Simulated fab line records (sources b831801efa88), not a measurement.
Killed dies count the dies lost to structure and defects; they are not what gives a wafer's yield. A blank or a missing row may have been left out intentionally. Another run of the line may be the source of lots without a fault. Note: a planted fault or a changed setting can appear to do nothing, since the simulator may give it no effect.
Code-filled problem report in 8D (eight disciplines) form | flow sky130 | the parts of the form that need people (team, actions taken, sign-off) are left out

1. THE PROBLEM
Wafers free of any fault read 499.6 (standard deviation 2.8) for NWELL_2_TW at SKY_NWELL_TW_MEAS_26, against a mean of 516.0 on 6 wafers of 2 lots. That is +5.9 standard deviations from the usual mean.
The first sign was on wafer L149.2 at day 7 17:48, on filmMetro-01. The record has a number at this step for 36 wafers belonging to 12 lots. By rule, "out" or "out of limits" means more than 4 standard deviations away from the usual mean. All remaining wafers that have a number are taken as sound.

2. WHAT IT IS AND WHAT IT IS NOT
question                    | is                         | is not
which readings at this step | NWELL_2_TW                 | -
which lots                  | L149, L151                 | L140, L144, L145, L146, L147, L148, L159, L161, L162, L163
which wafers of those lots  | all that have a number     | -
read on which gauges        | filmMetro-01, filmMetro-04 | filmMetro-02
when                        | from day 7 17:48           | up to then (18 sound wafers); but 12 sound wafers of L159, L161, L162, L163 came after

3. SUSPECTS, AND WHAT RULES EACH OUT
Counting: a tool at any process step up to the reading remains a suspect when it ran all the lots that are out and ran no sound lot after the first of those.
- the gauge at SKY_NWELL_TW_MEAS_26 has been ruled out. 2 gauges (filmMetro-01, filmMetro-04) read the wafers that are out.
- implanter-04 at SKY_NWELL_IMPLANT_24: kept. It ran every lot that is out, first L149 (day 7 17:34), and no sound lot after that; its last sound lot up to then is L148 (day 7 16:44). Its own doseIonsCm2 readings are out on those wafers.
Remaining after the count: implanter-04 at SKY_NWELL_IMPLANT_24.

4. THE CAUSE (what the simulator had put in)
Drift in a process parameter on implanter-04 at SKY_NWELL_IMPLANT_24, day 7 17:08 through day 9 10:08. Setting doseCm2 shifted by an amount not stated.
Only this tool survived the counting.

5. THE CHAIN OF EFFECTS, in route order
One row per reading whose mean, taken over the struck wafers that have a number, lies over 3 standard deviations from the usual. Only readings whose record carries a usual standard deviation are examined. hours: median over the lots of the time between each lot's start at the first step of this table that gives one and its start at this step. sigmas: the change, counted in usual standard deviations.
hours | step                 | reading          | usual     | on struck wafers | change     | sigmas
0     | SKY_NWELL_IMPLANT_24 | doseIonsCm2      | 9.198e+12 | 1.042e+13        | +1.224e+12 | +99 or more
0     | SKY_NWELL_IMPLANT_24 | faradayCurrentUA | 51.9      | 58.3             | +6.4       | +5.8
0     | SKY_NWELL_TW_MEAS_26 | NWELL_2_TW       | 499.6     | 516.0            | +16.4      | +5.9
Its process steps:
- SKY_NWELL_IMPLANT_24
At these later measuring or inspecting steps, every struck wafer for which the step has a row has a number for every such reading, and none has moved that far: SKY_GATE_OXIDE_OVL_MEAS_10, SKY_LDD_HVN_OVL_MEAS_07.

6. WHAT WOULD HAVE CAUGHT IT SOONER
In this record the first reading out of limits at a measuring or inspecting step was taken at day 7 17:48, 1 hour after the fault began at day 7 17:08.
The tool's own readings at SKY_NWELL_IMPLANT_24 were out on every struck wafer that the step has a row for (doseIonsCm2): an alarm limit on them would have fired on the first of those.
Of the lots that are out (2), L151 began SKY_NWELL_IMPLANT_24 on implanter-04 after day 7 17:48. It would have been spared by a hold on the tool at that moment.
